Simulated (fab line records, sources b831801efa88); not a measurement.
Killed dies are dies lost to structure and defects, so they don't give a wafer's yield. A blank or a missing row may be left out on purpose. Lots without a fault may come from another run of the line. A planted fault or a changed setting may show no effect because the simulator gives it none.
fab line records | flow gf180mcu
record lots=5 wafers=15 last_day=33
route steps=602 shown V4@479 MIM@503
lots that met no fault: from a run of the same line without faults
start_h: hours from the record's first day to the start of the lot's first wafer shown | wait_h: hours since the lot's step before | " the same as in the row above | L1.1+2: a row that stands for several wafers | - no value, or no start given | * or withheld: withheld | < > ~ a bound
route shown NAME@n: a module of which the file shows steps, and the number in the route of the first | usual: mean/standard deviation of fault-free wafers | same: alike in all rows | chamber/n: place in a boat | sites: the reading at each site | _std_site: their standard deviation | _edge_site: outer sites' mean less inner sites' | radius_mm: how far each site lies from the wafer's centre | mask NAME#n: copy n | behind: the tool/chamber that last shaped the wafer | hold: why the lot was held/for how many hours/how that ended | device: the transistor (n, p or np) that didn't switch | end of line: the same wafers' tests at the end of the route | a step without rows: its recipe alone | killed: dies lost to structure and defects at the first sort, not the wafer's yield | map: a wafer's dies, x killed, . not, _ none there
set.NAME: the setting as run; set.NAME@STEP: as run at that earlier step | model.NAME: the simulator's own value behind a step, which no gauge read
lots at some steps of the route; a table a step, a row a wafer
services: from which hour (start_h, from the record's first day; less than 0 if before it) a tool's chamber was out of use, for how many hours, and why
## steps
# step GF_V4_THK_MEAS_03
# recipe reads=SiO2_of_V4_CVD_02
# usual V4_CVD_02_THK=846/11
# columns lot.wafer tool chamber start_h wait_h V4_CVD_02_THK[nm]
L075.1 film_metro-01 - 557.60 0.0 848
L075.3 " - " " 823
L075.5 " - " " 838
L084.2 film_metro-04 - 619.60 0.0 823
L084.3 " - " " 838
L084.4 " - " " 852
L083.1 film_metro-03 - 622.23 0.0 837
L083.2 " - " " 835
L083.5 " - " " 855
L087.3 film_metro-01 - 650.87 0.1 843
L087.4 " - " " 858
L087.6 " - " " 853
L094.1 film_metro-04 - 683.00 0.0 836
L094.4 " - " " 864
L094.6 " - " " 858
# step GF_V4_CMP_04
# recipe material=SiO2 down_force_psi=4 platen_rpm=60 pad_velocity_m_s=0.94248
# usual motor_current_A=11.9/1.1 platen_rpm=60.00/0.036 time_to_endpoint_s=81/5
# columns lot.wafer tool chamber start_h wait_h motor_current_A platen_rpm time_to_endpoint_s
L075.1 cmp-01 2 557.76 0.1 10.6 60.06 82
L075.3 " 3 " " 13.3 60.00 74
L075.5 " 1 " " 11.6 60.04 87
L084.3 cmp-01 3 619.66 0.0 12.4 59.92 78
L084.2 " 0 " " 11.0 59.97 74
L084.4 " 2 " " 10.4 60.00 83
L083.1 cmp-02 0 622.29 0.1 10.8 60.02 82
L083.2 " 3 " " 13.4 59.97 77
L083.5 " 0 " " 12.0 60.16 87
L087.3 cmp-01 2 650.96 0.1 10.2 60.03 77
L087.4 " 0 " " 10.8 59.98 82
L087.6 " 1 " " 11.2 59.99 88
L094.1 cmp-02 0 683.11 0.1 11.3 60.00 81
L094.4 " 2 " " 13.9 60.05 92
L094.6 " 0 " " 11.8 59.98 92
# step GF_V4_BOW_MEAS_05
# recipe mode=bow
# usual V4_BOW=136/10
# columns lot.wafer tool chamber start_h wait_h V4_BOW[um]
L075.1 film_metro-03 - 557.96 0.1 142
L075.3 " - " " 145
L075.5 " - " " 148
L084.2 film_metro-01 - 619.98 0.2 149
L084.3 " - " " 146
L084.4 " - " " 148
L083.1 film_metro-03 - 622.59 0.2 129
L083.2 " - " " 138
L083.5 " - " " 135
L087.3 film_metro-01 - 651.25 0.2 143
L087.4 " - " " 142
L087.6 " - " " 148
L094.1 film_metro-04 - 683.36 0.2 143
L094.4 " - " " 134
L094.6 " - " " 139
# step GF_V4_DEHYDRATE_06
# recipe temp_c=200 time_s=60
# columns lot.wafer tool chamber start_h wait_h
L075.1+3+5 litho_track-04 0 568.24 10.3
L084.2+3+4 litho_track-03 0 629.26 9.3
L083.1+2+5 litho_track-04 0 632.04 9.4
L087.3+4+6 litho_track-04 0 660.79 9.5
L094.1+4+6 litho_track-02 0 692.50 9.1
# step GF_V4_HMDS_07
# recipe prime_time_s=60 prime_temp_c=120
# columns lot.wafer tool chamber start_h wait_h
L075.1+3+5 litho_track-04 0 568.39 0.1
L084.2+3+4 litho_track-03 0 629.41 0.1
L083.1+2+5 litho_track-04 0 632.19 0.1
L087.3+4+6 litho_track-04 0 660.94 0.1
L094.1+4+6 litho_track-02 0 692.65 0.1
# step GF_V4_COAT_08
# recipe resist=BARC temp_c=withheld time_s=withheld spin_rpm=withheld resist_thk_nm=withheld
# columns lot.wafer tool chamber start_h wait_h
L075.1+3+5 litho_track-04 0 568.54 0.1
L084.2+3+4 litho_track-03 0 629.56 0.1
L083.1+2+5 litho_track-04 0 632.34 0.1
L087.3+4+6 litho_track-04 0 661.09 0.1
L094.1+4+6 litho_track-02 0 692.80 0.1
# step GF_V4_COAT_09
# recipe resist=KrF spin_rpm=withheld resist_thk_nm=1000
# columns lot.wafer tool chamber start_h wait_h
L075.1+3+5 litho_track-04 0 - -
L084.2+3+4 litho_track-03 0 - -
L083.1+2+5 litho_track-04 0 - -
L087.3+4+6 litho_track-04 0 - -
L094.1+4+6 litho_track-02 0 - -
# step GF_V4_SOFTBAKE_10
# recipe temp_c=130 time_s=60 resist=KrF
# columns lot.wafer tool chamber start_h wait_h
L075.1+3+5 litho_track-04 0 - -
L084.2+3+4 litho_track-03 0 - -
L083.1+2+5 litho_track-04 0 - -
L087.3+4+6 litho_track-04 0 - -
L094.1+4+6 litho_track-02 0 - -
# step GF_V4_EXPOSE_11
# recipe mask_id=Via4 target_cd_nm=260 na=0.68 source_shape=conventional sigma_outer=0.6 dose_mj=38
# usual focus_offset_nm=0.0/0.56
# same na=0.68 sigma_outer=0.6
# columns lot.wafer tool chamber start_h wait_h mask focus_offset_nm
L075.1 krf_scanner-01 0 - - Via4#0 0.0
L075.3 " 0 " " Via4#0 0.2
L075.5 " 0 " " Via4#0 -0.8
L084.2 krf_scanner-02 0 - - Via4#0 -0.3
L084.3 " 0 " " Via4#0 0.4
L084.4 " 0 " " Via4#0 0.5
L083.1 krf_scanner-01 0 - - Via4#0 -0.2
L083.2 " 0 " " Via4#0 1.2
L083.5 " 0 " " Via4#0 1.2
L087.3 krf_scanner-02 0 - - Via4#0 -0.4
L087.4 " 0 " " Via4#0 -0.5
L087.6 " 0 " " Via4#0 -0.6
L094.1 krf_scanner-01 0 - - Via4#0 -0.3
L094.4 " 0 " " Via4#0 -0.5
L094.6 " 0 " " Via4#0 -0.6
# step GF_V4_PEB_12
# recipe peb_temp_c=135 peb_time_s=90 resist=KrF
# columns lot.wafer tool chamber start_h wait_h
L075.1+3+5 litho_track-04 0 - -
L084.2+3+4 litho_track-04 0 - -
L083.1+2+5 litho_track-02 0 - -
L087.3+4+6 litho_track-04 0 - -
L094.1+4+6 litho_track-03 0 - -
# step GF_V4_DEVELOP_13
# recipe develop_time_s=60 resist=KrF dev_temp_c=21
# columns lot.wafer tool chamber start_h wait_h
L075.1+3+5 litho_track-04 0 579.39 0.2
L084.2+3+4 litho_track-04 0 639.66 0.2
L083.1+2+5 litho_track-02 0 642.15 0.2
L087.3+4+6 litho_track-04 0 670.44 0.1
L094.1+4+6 litho_track-03 0 702.48 0.2
# step GF_V4_CD_MEAS_14
# recipe target_cd_nm=260
# usual cd_nm=260.4/1.1
# columns lot.wafer tool chamber start_h wait_h cd_nm
L075.1 cd_sem-01 - 579.54 0.1 260.1
L075.3 " - " " 260.0
L075.5 " - " " 260.5
L084.2 cd_sem-01 - 639.81 0.1 260.5
L084.3 " - " " 261.1
L084.4 " - " " 261.3
L083.1 cd_sem-02 - 642.30 0.1 261.2
L083.2 " - " " 260.5
L083.5 " - " " 260.5
L087.3 cd_sem-02 - 670.58 0.1 259.4
L087.4 " - " " 260.6
L087.6 " - " " 260.1
L094.1 cd_sem-01 - 702.63 0.1 260.4
L094.4 " - " " 259.5
L094.6 " - " " 259.9
# step GF_V4_OVL_MEAS_15
# usual V4_OVL=2/5.3
# columns lot.wafer tool chamber start_h wait_h V4_OVL[nm]
L075.1 overlay-02 - 579.66 0.1 9
L075.3 " - " " 5
L075.5 " - " " 9
L084.2 overlay-02 - 639.92 0.1 10
L084.3 " - " " 8
L084.4 " - " " 5
L083.1 overlay-02 - 642.42 0.1 6
L083.2 " - " " 9
L083.5 " - " " 1
L087.3 overlay-01 - 670.67 0.1 2
L087.4 " - " " 1
L087.6 " - " " 1
L094.1 overlay-01 - 702.75 0.1 5
L094.4 " - " " -4
L094.6 " - " " 1
# step GF_V4_ETCH_16
# recipe chemistry=N2/H2 target_depth_a=withheld overetch_a=withheld time_s=withheld target=BARC ion_energy_ev=200 source_w=500 bias_w=100 pressure_mtorr=30 n2_flow_sccm=100 h2_flow_sccm=200
# usual bias_w=100.01/0.28 drypump_motor_current_A=5.6/0.53 n2_flow_sccm=100.0/0.3 oes_product_au=0.855/0.005 throttle_valve_pct=13.225/0.0091
# columns lot.wafer tool chamber start_h wait_h bias_w drypump_motor_current_A n2_flow_sccm oes_product_au throttle_valve_pct
L075.1 rie_diel-02 2 579.70 0.0 100.12 6.6 99.9 0.840 13.211
L075.3 " 0 " " 99.95 4.9 100.3 0.852 13.212
L075.5 " 1 " " 100.01 5.4 100.2 0.859 13.232
L084.2 rie_diel-01 3 639.95 0.0 100.19 5.0 99.8 0.856 13.219
L084.3 " 2 " " 99.83 5.6 99.9 0.850 13.224
L084.4 " 1 " " 100.62 5.8 100.0 0.862 13.233
L083.1 rie_diel-03 1 642.45 0.0 100.04 6.1 100.3 0.849 13.230
L083.2 " 0 " " 99.65 6.0 100.2 0.849 13.230
L083.5 " 3 " " 100.34 5.0 99.9 0.854 13.212
L087.3 rie_diel-03 3 670.69 0.0 100.33 5.0 99.4 0.858 13.228
L087.4 " 0 " " 100.16 6.0 100.1 0.851 13.226
L087.6 " 2 " " 100.08 5.8 100.3 0.854 13.212
L094.1 rie_diel-01 1 702.79 0.0 99.94 5.8 100.5 0.863 13.235
L094.4 " 3 " " 99.80 5.0 100.4 0.855 13.218
L094.6 " 0 " " 100.17 5.2 100.2 0.862 13.213
# step GF_V4_ETCH_17
# recipe chemistry=C4F8/O2/Ar mask_material=KrF target=SiO2 stop_on=TiN source_w=1500 bias_w=1200 pressure_mtorr=40 c4f8_flow_sccm=withheld O2_flow_sccm=6 Ar_flow_sccm=300 time_s=withheld target_depth_a=6300
# usual bias_w=1200/3.7 oes_product_au=0.857/0.005
# columns lot.wafer tool chamber start_h wait_h bias_w oes_product_au
L075.1 rie_diel-02 2 - - 1197 0.856
L075.3 " 0 " " 1201 0.853
L075.5 " 1 " " 1199 0.852
L084.2 rie_diel-01 3 - - 1201 0.856
L084.3 " 2 " " 1196 0.858
L084.4 " 1 " " 1199 0.859
L083.1 rie_diel-03 1 - - 1205 0.853
L083.2 " 0 " " 1201 0.847
L083.5 " 3 " " 1191 0.862
L087.3 rie_diel-03 3 - - 1200 0.849
L087.4 " 0 " " 1196 0.865
L087.6 " 2 " " 1201 0.864
L094.1 rie_diel-01 1 - - 1199 0.859
L094.4 " 3 " " 1200 0.859
L094.6 " 0 " " 1204 0.855
# step GF_V4_STRIP_18
# recipe chemistry=O2/N2 power_w=1400 pressure_mtorr=1500 platen_temp_c=250 o2_flow_sccm=3000 n2_flow_sccm=300 overash_fraction=0.5
# usual drypump_motor_current_A=5.7/0.32 heater_power_w=325/33 n2_flow_sccm=300.0/0.89 oes_product_au=0.593/0.005
# columns lot.wafer tool chamber start_h wait_h drypump_motor_current_A heater_power_w n2_flow_sccm oes_product_au rf_hours_counter_h
L075.1 plasma_asher-01 0 579.82 - 5.5 299 301.1 0.597 86
L075.3 " 0 " " 5.5 304 301.0 0.597 -
L075.5 " 1 " " 5.3 310 298.9 0.596 -
L084.2 plasma_asher-04 0 640.07 - 6.5 268 299.8 0.595 53
L084.3 " 1 " " 5.7 324 300.1 0.596 -
L084.4 " 0 " " 6.4 265 299.4 0.590 -
L083.1 plasma_asher-01 1 642.58 - 5.4 310 299.6 0.592 93
L083.2 " 0 " " 5.5 300 300.1 0.598 93
L083.5 " 0 " " 5.5 300 299.5 0.590 -
L087.3 plasma_asher-01 1 670.86 - 5.3 315 299.2 0.588 -
L087.4 " 0 " " 5.5 304 299.0 0.589 -
L087.6 " 1 " " 5.3 320 299.8 0.596 -
L094.1 plasma_asher-02 1 702.91 - 5.7 325 299.2 0.590 26
L094.4 " 1 " " 5.7 340 298.9 0.598 -
L094.6 " 1 " " 5.7 336 300.7 0.601 -
# step GF_V4_STRIP_19
# recipe chemistry=post_etch_residue_remover time_s=1200 temp_c=72.5
# columns lot.wafer tool chamber start_h wait_h
L075.1+3+5 wet_bench-03 1 579.92 0.1
L084.2+3+4 wet_bench-04 1 640.17 0.1
L083.1+2+5 wet_bench-04 1 642.68 0.1
L087.3+4+6 wet_bench-01 2 670.92 0.0
L094.1+4+6 wet_bench-04 1 703.01 0.1
# step GF_V4_CLEAN_20
# recipe chemistry=DIW dry=n2_spin
# columns lot.wafer tool chamber start_h wait_h
L075.1+3+5 wet_bench-01 3 580.30 0.0
L084.2+3+4 wet_bench-03 1 640.52 0.0
L083.1+2+5 wet_bench-03 0 643.03 0.0
L087.3+4+6 wet_bench-03 2 671.33 0.0
L094.1+4+6 wet_bench-01 0 703.39 0.0
# step GF_V4_SPUTTER_21
# recipe material=Ti target_thk_nm=15 chamber_pressure_pa=5 power_w=2500 substrate_temp_c=200 time_s=80.02
# usual throttle_valve_pct=30.0/1
# columns lot.wafer tool chamber start_h wait_h throttle_valve_pct
L075.1 pvd_sputter-01 - 580.50 0.0 30.2
L075.3 " - " " 27.6
L075.5 " - " " 29.8
L084.2 pvd_sputter-01 - 640.61 0.0 27.3
L084.3 " - " " 30.0
L084.4 " - " " 31.8
L083.1 pvd_sputter-02 - 643.12 0.0 31.1
L083.2 " - " " 30.5
L083.5 " - " " 29.3
L087.3 pvd_sputter-03 - 671.42 0.0 30.6
L087.4 " - " " 31.3
L087.6 " - " " 30.0
L094.1 pvd_sputter-02 - 703.48 0.0 29.7
L094.4 " - " " 29.2
L094.6 " - " " 29.3
# step GF_V4_SPUTTER_22
# recipe material=TiN target_thk_nm=10 chamber_pressure_pa=5 power_w=4000 time_s=40
# usual throttle_valve_pct=30.0/1
# columns lot.wafer tool chamber start_h wait_h throttle_valve_pct
L075.1 pvd_sputter-01 - 580.56 0.0 30.1
L075.3 " - " " 27.6
L075.5 " - " " 30.2
L084.2 pvd_sputter-01 - 640.67 0.0 27.4
L084.3 " - " " 29.9
L084.4 " - " " 31.7
L083.1 pvd_sputter-02 - 643.18 0.0 31.0
L083.2 " - " " 30.2
L083.5 " - " " 29.2
L087.3 pvd_sputter-03 - 671.48 0.0 30.9
L087.4 " - " " 31.1
L087.6 " - " " 29.8
L094.1 pvd_sputter-02 - 703.54 0.0 29.6
L094.4 " - " " 29.0
L094.6 " - " " 29.4
# step GF_V4_CVD_23
# recipe material=W target_thk_nm=350 time_s=104.9 temp_c=400 pressure_torr=40
# usual heater_power_w=791/47
# columns lot.wafer tool chamber start_h wait_h heater_power_w
L075.1 cvd_w-01 1 580.60 0.0 828
L075.3 " 0 " " 733
L075.5 " 0 " " 725
L084.2 cvd_w-01 0 640.71 0.0 747
L084.3 " 1 " " 843
L084.4 " 0 " " 719
L083.1 cvd_w-01 0 643.26 0.1 739
L083.2 " 1 " " 827
L083.5 " 1 " " 841
L087.3 cvd_w-02 1 671.56 0.1 834
L087.4 " 0 " " 764
L087.6 " 1 " " 846
L094.1 cvd_w-02 1 703.58 0.0 858
L094.4 " 0 " " 766
L094.6 " 0 " " 776
# step GF_V4_RS_MEAS_24
# recipe thk_meas_gauge=four-point-probe reads=W_of_V4_CVD_23+TiN_of_V4_SPUTTER_22+Ti_of_V4_SPUTTER_21
# usual V4_W_RS=0.326/0.0038
# columns lot.wafer tool chamber start_h wait_h V4_W_RS[ohm/sq]
L075.1 film_metro-03 - 580.71 0.1 0.323
L075.3 " - " " 0.326
L075.5 " - " " 0.319
L084.2 film_metro-04 - 640.84 0.1 0.327
L084.3 " - " " 0.332
L084.4 " - " " 0.326
L083.1 film_metro-03 - 643.37 0.1 0.321
L083.2 " - " " 0.327
L083.5 " - " " 0.324
L087.3 film_metro-04 - 671.67 0.1 0.328
L087.4 " - " " 0.326
L087.6 " - " " 0.327
L094.1 film_metro-03 - 703.69 0.1 0.326
L094.4 " - " " 0.324
L094.6 " - " " 0.322
# step GF_V4_THK_MEAS_25
# recipe thk_meas_gauge=xrf reads=W_of_V4_CVD_23
# usual V4_W_THK=344/4.7
# columns lot.wafer tool chamber start_h wait_h V4_W_THK[nm]
L075.1 film_metro-03 - 580.83 0.1 348
L075.3 " - " " 345
L075.5 " - " " 353
L084.2 film_metro-04 - 640.95 0.1 348
L084.3 " - " " 343
L084.4 " - " " 350
L083.1 film_metro-03 - 643.49 0.1 346
L083.2 " - " " 339
L083.5 " - " " 343
L087.3 film_metro-04 - 671.77 0.1 348
L087.4 " - " " 351
L087.6 " - " " 349
L094.1 film_metro-03 - 703.81 0.1 343
L094.4 " - " " 347
L094.6 " - " " 348
# step GF_V4_CMP_26
# recipe stop_on=SiO2 down_force_psi=3.5 platen_rpm=60 t_overpolish_s=15 target_thk_nm=0 pad_velocity_m_s=0.94248
# usual motor_current_A=10.9/1 overpolish_run_s=15.000/0.0091 platen_rpm=60.00/0.035 time_to_endpoint_s=86/3.7
# columns lot.wafer tool chamber start_h wait_h motor_current_A overpolish_run_s platen_rpm time_to_endpoint_s
L075.3 cmp-01 2 580.89 0.0 9.3 14.999 60.05 85
L075.1 " 0 " " 10.1 14.995 59.97 91
L075.5 " 2 " " 9.8 15.005 60.04 89
L084.3 cmp-01 3 641.00 0.0 11.8 14.989 60.01 82
L084.4 " 0 " " 9.7 15.008 59.92 84
L084.2 " 1 " " 10.4 15.004 59.99 90
L083.1 cmp-02 0 643.55 0.1 10.4 15.008 59.92 89
L083.2 " 3 " " 12.1 14.994 60.00 81
L083.5 " 1 " " 11.6 14.999 59.99 81
L087.4 cmp-02 2 671.86 0.1 12.0 14.996 59.98 87
L087.3 " 0 " " 11.0 15.002 60.05 85
L087.6 " 2 " " 13.0 14.995 60.00 87
L094.4 cmp-01 2 704.09 0.2 9.6 14.996 60.00 89
L094.1 " 3 " " 11.4 14.994 59.99 92
L094.6 " 0 " " 9.4 14.994 60.09 93
# step GF_MIM_SPUTTER_00
# recipe material=Ti target_thk_nm=37.5 arriving_ion_energy_ev=80 substrate_temp_c=200 chamber_pressure_pa=2 power_w=4000 time_s=150
# usual throttle_valve_pct=29.8/1.4
# columns lot.wafer tool chamber start_h wait_h throttle_valve_pct
L075.1 pvd_sputter-04 - 581.19 0.1 31.8
L075.3 " - " " 30.2
L075.5 " - " " 28.8
L084.2 pvd_sputter-02 - 641.30 0.1 29.2
L084.3 " - " " 30.9
L084.4 " - " " 30.3
L083.1 pvd_sputter-04 - 643.85 0.2 27.9
L083.2 " - " " 31.6
L083.5 " - " " 30.4
L087.3 pvd_sputter-02 - 672.11 0.1 30.4
L087.4 " - " " 29.2
L087.6 " - " " 30.4
L094.1 pvd_sputter-01 - 704.29 0.1 27.4
L094.4 " - " " 31.8
L094.6 " - " " 30.0
# step GF_MIM_SPUTTER_01
# recipe material=TiN target_thk_nm=30 power_w=6500 time_s=25 chamber_pressure_pa=0.4
# usual throttle_valve_pct=29.8/1.4
# columns lot.wafer tool chamber start_h wait_h throttle_valve_pct
L075.1 pvd_sputter-04 - 581.29 0.1 31.7
L075.3 " - " " 30.1
L075.5 " - " " 29.1
L084.2 pvd_sputter-02 - 641.40 0.1 29.3
L084.3 " - " " 30.6
L084.4 " - " " 30.3
L083.1 pvd_sputter-04 - 643.95 0.1 27.7
L083.2 " - " " 31.8
L083.5 " - " " 30.3
L087.3 pvd_sputter-02 - 672.21 0.1 30.3
L087.4 " - " " 29.3
L087.6 " - " " 30.3
L094.1 pvd_sputter-01 - 704.39 0.1 27.5
L094.4 " - " " 31.6
L094.6 " - " " 30.3
# step GF_MIM_SPUTTER_02
# recipe material=AlCu target_thk_nm=450 power_w=10600 time_s=23.9 chamber_pressure_pa=0.4
# usual throttle_valve_pct=29.8/1.4
# columns lot.wafer tool chamber start_h wait_h throttle_valve_pct
L075.1 pvd_sputter-04 - 581.32 0.0 31.9
L075.3 " - " " 30.2
L075.5 " - " " 28.8
L084.2 pvd_sputter-02 - 641.43 0.0 29.3
L084.3 " - " " 30.8
L084.4 " - " " 30.4
L083.1 pvd_sputter-04 - 643.98 0.0 27.9
L083.2 " - " " 31.8
L083.5 " - " " 30.5
L087.3 pvd_sputter-02 - 672.24 0.0 30.3
L087.4 " - " " 29.1
L087.6 " - " " 30.4
L094.1 pvd_sputter-01 - 704.42 0.0 27.5
L094.4 " - " " 31.7
L094.6 " - " " 30.4
# step GF_MIM_SPUTTER_03
# recipe material=Ti target_thk_nm=10 substrate_temp_c=300 chamber_pressure_pa=0.3 power_w=3000 time_s=6.7
# usual throttle_valve_pct=29.8/1.4
# columns lot.wafer tool chamber start_h wait_h throttle_valve_pct
L075.1 pvd_sputter-04 - 581.35 0.0 31.7
L075.3 " - " " 30.2
L075.5 " - " " 29.0
L084.2 pvd_sputter-02 - 641.46 0.0 29.1
L084.3 " - " " 30.9
L084.4 " - " " 30.5
L083.1 pvd_sputter-04 - 644.01 0.0 27.6
L083.2 " - " " 31.8
L083.5 " - " " 30.4
L087.3 pvd_sputter-02 - 672.27 0.0 30.3
L087.4 " - " " 29.1
L087.6 " - " " 30.4
L094.1 pvd_sputter-01 - 704.45 0.0 27.6
L094.4 " - " " 31.6
L094.6 " - " " 30.4
# step GF_MIM_SPUTTER_04
# recipe material=TiN target_thk_nm=50 power_w=6500 time_s=41.7 chamber_pressure_pa=0.4
# usual throttle_valve_pct=29.8/1.4
# columns lot.wafer tool chamber start_h wait_h throttle_valve_pct
L075.1 pvd_sputter-04 - 581.37 0.0 31.7
L075.3 " - " " 30.2
L075.5 " - " " 28.6
L084.2 pvd_sputter-02 - 641.48 0.0 29.5
L084.3 " - " " 30.4
L084.4 " - " " 30.1
L083.1 pvd_sputter-04 - 644.03 0.0 27.8
L083.2 " - " " 31.8
L083.5 " - " " 30.5
L087.3 pvd_sputter-02 - 672.30 0.0 30.2
L087.4 " - " " 29.3
L087.6 " - " " 30.5
L094.1 pvd_sputter-01 - 704.47 0.0 27.5
L094.4 " - " " 31.6
L094.6 " - " " 30.2
# step GF_MIM_CVD_05
# recipe material=Si3N4 target_thk_nm=42 temp_max_c=400 temp_c=385 time_s=29.086 rf_w=450
# usual heater_power_w=647/99
# columns lot.wafer tool chamber start_h wait_h heater_power_w
L075.1 pecvd-02 1 581.41 0.0 614
L075.3 " 0 " " 642
L075.5 " 1 " " 624
L084.2 pecvd-04 1 641.52 0.0 523
L084.3 " 2 " " 893
L084.4 " 0 " " 716
L083.1 pecvd-04 0 644.07 0.0 620
L083.2 " 1 " " 544
L083.5 " 0 " " 641
L087.3 pecvd-04 2 672.34 0.0 844
L087.4 " 1 " " 504
L087.6 " 0 " " 694
L094.1 pecvd-03 0 704.51 0.0 555
L094.4 " 2 " " 565
L094.6 " 1 " " 607
# step GF_MIM_THK_MEAS_06
# recipe reads=Si3N4_of_MIM_CVD_05
# usual MIM_CVD_05_THK=42.1/0.62
# columns lot.wafer tool chamber start_h wait_h MIM_CVD_05_THK[nm]
L075.1 film_metro-04 - 581.44 0.0 41.4
L075.3 " - " " 42.2
L075.5 " - " " 42.1
L084.2 film_metro-01 - 641.56 0.0 42.2
L084.3 " - " " 42.8
L084.4 " - " " 42.8
L083.1 film_metro-04 - 644.14 0.0 42.5
L083.2 " - " " 41.6
L083.5 " - " " 42.7
L087.3 film_metro-04 - 672.39 0.0 42.8
L087.4 " - " " 42.9
L087.6 " - " " 42.9
L094.1 film_metro-02 - 704.54 0.0 41.9
L094.4 " - " " 43.1
L094.6 " - " " 42.9
# step GF_MIM_SPUTTER_07
# recipe material=TiN target_thk_nm=60 power_w=6500 time_s=50 chamber_pressure_pa=0.4
# usual throttle_valve_pct=29.8/1.3
# columns lot.wafer tool chamber start_h wait_h throttle_valve_pct
L075.1 pvd_sputter-01 - 581.50 0.1 29.9
L075.3 " - " " 27.6
L075.5 " - " " 27.4
L084.2 pvd_sputter-04 - 641.61 0.0 31.5
L084.3 " - " " 28.7
L084.4 " - " " 30.4
L083.1 pvd_sputter-01 - 644.20 0.1 27.5
L083.2 " - " " 30.0
L083.5 " - " " 30.0
L087.3 pvd_sputter-01 - 672.43 0.0 30.1
L087.4 " - " " 27.3
L087.6 " - " " 27.4
L094.1 pvd_sputter-02 - 704.60 0.1 30.8
L094.4 " - " " 29.3
L094.6 " - " " 30.4
# step GF_MIM_SPUTTER_08
# recipe material=AlCu target_thk_nm=200 power_w=10600 time_s=10.6 chamber_pressure_pa=0.4
# usual throttle_valve_pct=29.8/1.3
# columns lot.wafer tool chamber start_h wait_h throttle_valve_pct
L075.1 pvd_sputter-01 - 581.55 0.0 29.9
L075.3 " - " " 27.4
L075.5 " - " " 27.5
L084.2 pvd_sputter-04 - 641.66 0.0 31.7
L084.3 " - " " 28.8
L084.4 " - " " 30.6
L083.1 pvd_sputter-01 - 644.24 0.0 27.4
L083.2 " - " " 30.1
L083.5 " - " " 29.7
L087.3 pvd_sputter-01 - 672.47 0.0 30.3
L087.4 " - " " 27.5
L087.6 " - " " 27.4
L094.1 pvd_sputter-02 - 704.65 0.0 31.0
L094.4 " - " " 29.0
L094.6 " - " " 30.5
# step GF_MIM_SPUTTER_09
# recipe material=TiN target_thk_nm=35 power_w=6500 time_s=29.2 chamber_pressure_pa=0.4
# usual throttle_valve_pct=29.8/1.4
# columns lot.wafer tool chamber start_h wait_h throttle_valve_pct
L075.1 pvd_sputter-01 - 581.57 0.0 29.6
L075.3 " - " " 27.4
L075.5 " - " " 27.1
L084.2 pvd_sputter-04 - 641.68 0.0 31.9
L084.3 " - " " 28.7
L084.4 " - " " 30.6
L083.1 pvd_sputter-01 - 644.26 0.0 27.5
L083.2 " - " " 29.9
L083.5 " - " " 29.8
L087.3 pvd_sputter-01 - 672.49 0.0 30.2
L087.4 " - " " 27.4
L087.6 " - " " 27.3
L094.1 pvd_sputter-02 - 704.67 0.0 30.8
L094.4 " - " " 29.3
L094.6 " - " " 30.3
# step GF_MIM_RS_MEAS_10
# recipe thk_meas_gauge=four-point-probe reads=TiN_of_MIM_SPUTTER_09+AlCu_of_MIM_SPUTTER_08+TiN_of_MIM_SPUTTER_07
# usual MIM_ALCU_RS=0.1606/0.0016
# columns lot.wafer tool chamber start_h wait_h MIM_ALCU_RS[ohm/sq]
L075.1 film_metro-04 - 581.60 0.0 0.1617
L075.3 " - " " 0.1599
L075.5 " - " " 0.1593
L084.2 film_metro-01 - 641.76 0.1 0.1608
L084.3 " - " " 0.1607
L084.4 " - " " 0.1629
L083.1 film_metro-01 - 644.30 0.0 0.1618
L083.2 " - " " 0.1645
L083.5 " - " " 0.1643
L087.3 film_metro-04 - 672.57 0.1 0.1604
L087.4 " - " " 0.1616
L087.6 " - " " 0.1608
L094.1 film_metro-04 - 704.70 0.0 0.1616
L094.4 " - " " 0.1616
L094.6 " - " " 0.1612
# step GF_MIM_THK_MEAS_11
# recipe thk_meas_gauge=xrf reads=AlCu_of_MIM_SPUTTER_08
# usual MIM_ALCU_THK=202.3/2.2
# columns lot.wafer tool chamber start_h wait_h MIM_ALCU_THK[nm]
L075.1 film_metro-04 - 581.72 0.1 200.5
L075.3 " - " " 201.5
L075.5 " - " " 203.9
L084.2 film_metro-01 - 641.87 0.1 202.3
L084.3 " - " " 202.9
L084.4 " - " " 200.1
L083.1 film_metro-01 - 644.42 0.1 200.6
L083.2 " - " " 198.3
L083.5 " - " " 196.7
L087.3 film_metro-04 - 672.67 0.1 201.3
L087.4 " - " " 201.0
L087.6 " - " " 202.3
L094.1 film_metro-04 - 704.82 0.1 202.1
L094.4 " - " " 201.4
L094.6 " - " " 202.7
## services
# columns tool chamber start_h hours kind
rie_diel-01 0 534.02 2.6 repair
rie_diel-01 - 534.50 14.6 pm
pvd_sputter-01 - 547.06 1.4 repair
rie_diel-01 - 549.10 15.6 pm
krf_scanner-01 - 553.32 4.0 pm
pvd_sputter-01 - 562.60 2.2 repair
rie_diel-03 1 564.11 1.3 repair
cmp-01 - 572.30 4.0 pm
rie_diel-03 - 573.57 3.0 repair
cmp-01 - 576.29 0.9 repair
pecvd-04 1 588.41 4.6 repair
krf_scanner-01 - 589.25 0.8 pm
pvd_sputter-02 - 603.31 1.5 repair
cmp-02 - 606.41 1.4 repair
pvd_sputter-02 - 607.70 7.7 repair
rie_diel-03 - 611.80 1.6 repair
cmp-01 - 639.19 0.8 repair
cmp-01 - 647.52 1.1 repair
pvd_sputter-02 - 655.87 3.9 repair
rie_diel-03 1 661.55 4.8 repair
cmp-02 - 674.58 2.5 repair
cmp-01 - 684.29 1.9 repair
rie_diel-01 0 693.64 7.7 repair
cmp-01 - 703.56 0.4 repair
## key
fault none
